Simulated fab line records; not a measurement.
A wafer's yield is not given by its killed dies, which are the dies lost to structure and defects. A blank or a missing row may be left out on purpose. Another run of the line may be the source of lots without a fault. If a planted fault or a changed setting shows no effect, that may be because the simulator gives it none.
Which tool was responsible? | flow sky130 | Sampling: 11 lots, 33 wafers, 6 of 708 route steps

WHAT EACH GAUGE READ, for each wafer
SKY_POLY_GATE_THK_MEAS_21. Usual: for POLY_GATE_OXIDATION_THK the level is 3.99 nm and the standard deviation is 0.089.
lot  | measured     | on            | POLY_GATE_OXIDATION_THK (nm) | flag
L591 | day 17 11:38 | film metro-02 | 3.99 4.05 4.00               |
L592 | day 17 11:44 | film metro-03 | 4.02 4.08 4.00               |
L595 | day 19 12:58 | film metro-03 | 3.93 3.86 3.92               |
L598 | day 20 04:05 | film metro-03 | 4.01 3.91 3.97               |
L605 | day 22 18:10 | film metro-02 | 3.98 3.95 3.99               |
L604 | day 22 19:22 | film metro-02 | 3.79 3.90 3.80               |
L606 | day 23 00:16 | film metro-01 | 3.89 3.97 3.92               |
L607 | day 23 12:48 | film metro-02 | 4.06 4.13 4.03               |
L609 | day 23 19:08 | film metro-01 | 4.10 4.03 4.12               |
L610 | day 24 08:54 | film metro-03 | 4.02 3.95 3.83               |
L612 | day 24 18:57 | film metro-03 | 3.94 3.99 3.90               |

SKY_LDD_N_OVL_MEAS_07. Usual: for LDD_N_OVL the level is 1.7 nm and the standard deviation is 1.2.
lot  | measured     | on         | LDD_N_OVL (nm) | flag
L591 | day 18 18:40 | overlay-01 | -0.1 1.0 0.6   |
L592 | day 18 18:54 | overlay-02 | 0.3 0.2 -0.2   |
L595 | day 20 18:11 | overlay-02 | 2.8 3.0 1.8    |
L598 | day 21 10:01 | overlay-02 | 1.5 1.1 3.0    |
L605 | day 24 00:22 | overlay-01 | 5.2 3.7 2.0    |
L604 | day 24 00:51 | overlay-02 | 2.9 1.1 0.3    |
L606 | day 24 05:58 | overlay-01 | 1.5 1.1 0.9    |
L607 | day 24 19:03 | overlay-02 | 0.7 -0.4 0.6   |
L609 | day 25 01:00 | overlay-01 | 2.3 1.9 2.9    |
L610 | day 25 14:22 | overlay-02 | 1.3 1.4 1.9    |
L612 | day 25 23:49 | overlay-01 | 1.2 1.3 1.1    |

SKY_LDD_N_TW_MEAS_17. Usual: for LDD_N_TW the level is 2612 and the standard deviation is 16.
lot  | measured     | on            | LDD_N_TW                      | flag
L591 | day 18 20:01 | film metro-02 | 2622 2611 2602                |
L592 | day 18 20:14 | film metro-04 | 2603 2611 2611                |
L595 | day 20 19:31 | film metro-02 | 2922 2922 2935 2916 2926 2912 | OFF
L598 | day 21 11:21 | film metro-01 | 2914 2943 2936 2927 2921 2945 | OFF
L605 | day 24 01:43 | film metro-02 | 2614 2621 2620                |
L604 | day 24 02:11 | film metro-02 | 2605 2619 2611                |
L606 | day 24 07:19 | film metro-01 | 2652 2646 2675                |
L607 | day 24 20:23 | film metro-02 | 2626 2607 2614                |
L609 | day 25 02:20 | film metro-02 | 2631 2610 2610                |
L610 | day 25 15:43 | film metro-02 | 2610 2611 2603                |
L612 | day 26 01:10 | film metro-04 | 2598 2596 2604                |

SKY_LDD_P_TW_MEAS_11. Usual: for LDD_P_TW the level is 638 and the standard deviation is 5.3.
lot  | measured     | on            | LDD_P_TW    | flag
L591 | day 20 03:05 | film metro-04 | 639 639 645 |
L592 | day 20 03:16 | film metro-03 | 633 630 630 |
L595 | day 22 02:11 | film metro-01 | 646 642 643 |
L598 | day 22 18:32 | film metro-04 | 638 637 637 |
L605 | day 25 07:32 | film metro-04 | 641 638 638 |
L604 | day 25 08:31 | film metro-01 | 644 649 642 |
L606 | day 25 12:55 | film metro-04 | 635 641 639 |
L607 | day 26 01:37 | film metro-03 | 632 631 632 |
L609 | day 26 07:50 | film metro-04 | 638 640 640 |
L610 | day 26 20:59 | film metro-01 | 648 648 648 |
L612 | day 27 06:10 | film metro-04 | 639 637 640 |

EACH LOT AND THE TOOL THAT RAN IT (in order: tool; ch and the chambers of the sampled wafers; start)
lot  | SKY_LDD_N_IMPLANT_10            | SKY_LDD_N_STRIP_16
L591 | implanter-04 ch 0, day 18 19:01 | plasma asher-01 ch 0,1, day 18 19:55
L592 | implanter-01 ch 0, day 18 19:14 | plasma asher-04 ch 0,1, day 18 20:08
L595 | implanter-01 ch 0, day 20 18:33 | plasma asher-01 ch 0,1, day 20 19:26
L598 | implanter-01 ch 0, day 21 10:21 | plasma asher-04 ch 0,1, day 21 11:15
L605 | implanter-04 ch 0, day 24 00:44 | plasma asher-01 ch 0,1, day 24 01:36
L604 | implanter-01 ch 0, day 24 01:11 | plasma asher-01 ch 0,1, day 24 02:05
L606 | implanter-01 ch 0, day 24 06:19 | plasma asher-02 ch 0,1, day 24 07:13
L607 | implanter-01 ch 0, day 24 19:23 | plasma asher-01 ch 0,1, day 24 20:17
L609 | implanter-01 ch 0, day 25 01:20 | plasma asher-01 ch 0,1, day 25 02:14
L610 | implanter-04 ch 0, day 25 14:44 | plasma asher-02 ch 0,1, day 25 15:36
L612 | implanter-01 ch 0, day 26 00:10 | plasma asher-02 ch 0,1, day 26 01:04
- SKY_LDD_N_IMPLANT_10
- SKY_LDD_N_STRIP_16: strips in O2/N2.

AS READ BY THE TOOLS THEMSELVES (means over the sampled wafers that have a number; for cases with no such wafer, the mark the record gives instead)
SKY_LDD_N_IMPLANT_10. Usual: beam on s 10.00 s, standard deviation 0.19; dose ions cm2 7.498e+13, standard deviation 8.8e+10; faraday current uA 423, standard deviation 7.8.
lot  | tool         | beam on s (s) | dose ions cm2 | faraday current uA | flag
L591 | implanter-04 | 9.99          | 7.500e+13     | 423                |
L592 | implanter-01 | 9.97          | 7.495e+13     | 424                |
L595 | implanter-01 | 44.34         | 4.200e+14     | 534                | OFF
L598 | implanter-01 | 44.78         | 4.201e+14     | 528                | OFF
L605 | implanter-04 | 10.00         | 7.504e+13     | 423                |
L604 | implanter-01 | 9.91          | 7.487e+13     | 427                |
L606 | implanter-01 | 10.19         | 7.490e+13     | 415                |
L607 | implanter-01 | 10.15         | 7.503e+13     | 417                |
L609 | implanter-01 | 10.02         | 7.503e+13     | 421                |
L610 | implanter-04 | 9.99          | 7.500e+13     | 423                |
L612 | implanter-01 | 10.04         | 7.500e+13     | 423                |

SKY_LDD_N_STRIP_16. Usual: drypump motor current A 5.6 A, standard deviation 0.33; oes product au 0.406 a.u., standard deviation 0.0047; strip time to endpoint s 4.310 s, standard deviation 0.016.
lot  | tool            | drypump motor current A (A) | oes product au (a.u.) | strip time to endpoint s (s) | flag
L591 | plasma asher-01 | 5.1                         | 0.410                 | 4.295                        |
L592 | plasma asher-04 | 5.8                         | 0.404                 | 4.317                        |
L595 | plasma asher-01 | 5.2                         | 0.403                 | 5.151                        | OFF
L598 | plasma asher-04 | 5.7                         | 0.404                 | 5.150                        | OFF
L605 | plasma asher-01 | 5.1                         | 0.400                 | 4.320                        |
L604 | plasma asher-01 | 5.1                         | 0.404                 | 4.323                        |
L606 | plasma asher-02 | 5.8                         | 0.405                 | 4.327                        |
L607 | plasma asher-01 | 5.1                         | 0.408                 | 4.289                        |
L609 | plasma asher-01 | 5.2                         | 0.407                 | 4.326                        |
L610 | plasma asher-02 | 5.8                         | 0.401                 | 4.296                        |
L612 | plasma asher-02 | 5.8                         | 0.406                 | 4.286                        |

THE ANSWER, worked out from the rows above alone
Rule: a lot counts as off when the mean over its wafers that have a number is more than 3 standard deviations away from the usual mean. Also off: a lot with no number at a reading for which 4 or more lots have one. The other lots that the step has rows for count as sound. The gauges are gone through in route order, then the tools' own readings, and for those a lot's mean is taken as printed above. The first step at which some lot is off is used, and at that step the reading that is off furthest; a lot without a number counts as furthest.
Off: at SKY_LDD_N_TW_MEAS_17 (LDD_N_TW), L595, L598.
If a tool, at a process step before that reading, ran all the lots that are off and no sound lot after the first of them, it fits. Not tried: the gauges at SKY_LDD_N_TW_MEAS_17; whatever is off there is also off at SKY_LDD_N_IMPLANT_10, on other tools, and gauge error can't account for it. None of those tried fits.

WHAT THE SIMULATOR HAD INSERTED
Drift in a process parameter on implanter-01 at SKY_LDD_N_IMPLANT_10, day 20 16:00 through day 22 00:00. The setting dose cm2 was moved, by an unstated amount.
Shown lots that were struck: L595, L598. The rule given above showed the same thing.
